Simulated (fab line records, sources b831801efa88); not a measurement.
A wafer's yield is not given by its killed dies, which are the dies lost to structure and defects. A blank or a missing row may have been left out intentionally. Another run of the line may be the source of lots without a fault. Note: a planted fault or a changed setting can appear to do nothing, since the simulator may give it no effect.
Chamber matching / flow sky130 / 3 sister chambers for SKY_LOCAL_INTERCONNECT_STRIP_16 on wet bench-03
The step strips in post etch residue remover, time 1200 s. 3 wafers are shown with their chamber, then 8 later ones without.

== WAFERS, EACH WITH ITS CHAMBER ==
wafer=L105.5; chamber=0; bath heat duty pct (%)=15.8
wafer=L109.4; chamber=3; bath heat duty pct (%)=14.5
wafer=L115.2; chamber=2; bath heat duty pct (%)=16.1

== WAFERS MISSING THEIR CHAMBER ==
wafer=L115.3; bath heat duty pct (%)=14.7
wafer=L115.5; bath heat duty pct (%)=14.5
wafer=L116.1; bath heat duty pct (%)=14.2
wafer=L116.3; bath heat duty pct (%)=16.0
wafer=L116.5; bath heat duty pct (%)=16.0
wafer=L119.1; bath heat duty pct (%)=14.5
wafer=L119.4; bath heat duty pct (%)=14.6
wafer=L119.5; bath heat duty pct (%)=13.4

== CHAMBER TAKEN BY EACH ==
wafer=L115.3; from the rows above=3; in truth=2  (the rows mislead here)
wafer=L115.5; from the rows above=3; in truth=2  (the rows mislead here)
wafer=L116.1; from the rows above=3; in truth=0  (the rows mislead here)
wafer=L116.3; from the rows above=can't be placed: 2 or 0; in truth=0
wafer=L116.5; from the rows above=can't be placed: 2 or 0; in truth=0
wafer=L119.1; from the rows above=3; in truth=3
wafer=L119.4; from the rows above=3; in truth=3
wafer=L119.5; from the rows above=3; in truth=3
Placed correctly: 3 of 8. These rows do not allow placing 2 (true chamber among the candidates in 2). Placed wrongly: 3.
How it was worked out, from the rows above alone: a wafer's distance from a chamber is the root of the sum, over the readings, of the square of ((its reading less the chamber's mean) divided by the reading's scatter). If the next closest chamber is less than 2 further off than the closest, the wafer can't be placed; otherwise it belongs to the closest. A chamber's mean is the mean of its shown wafers. The scatter: with one shown wafer a chamber, the root of the mean of the squares of how far each hidden wafer lies from its nearest shown one.
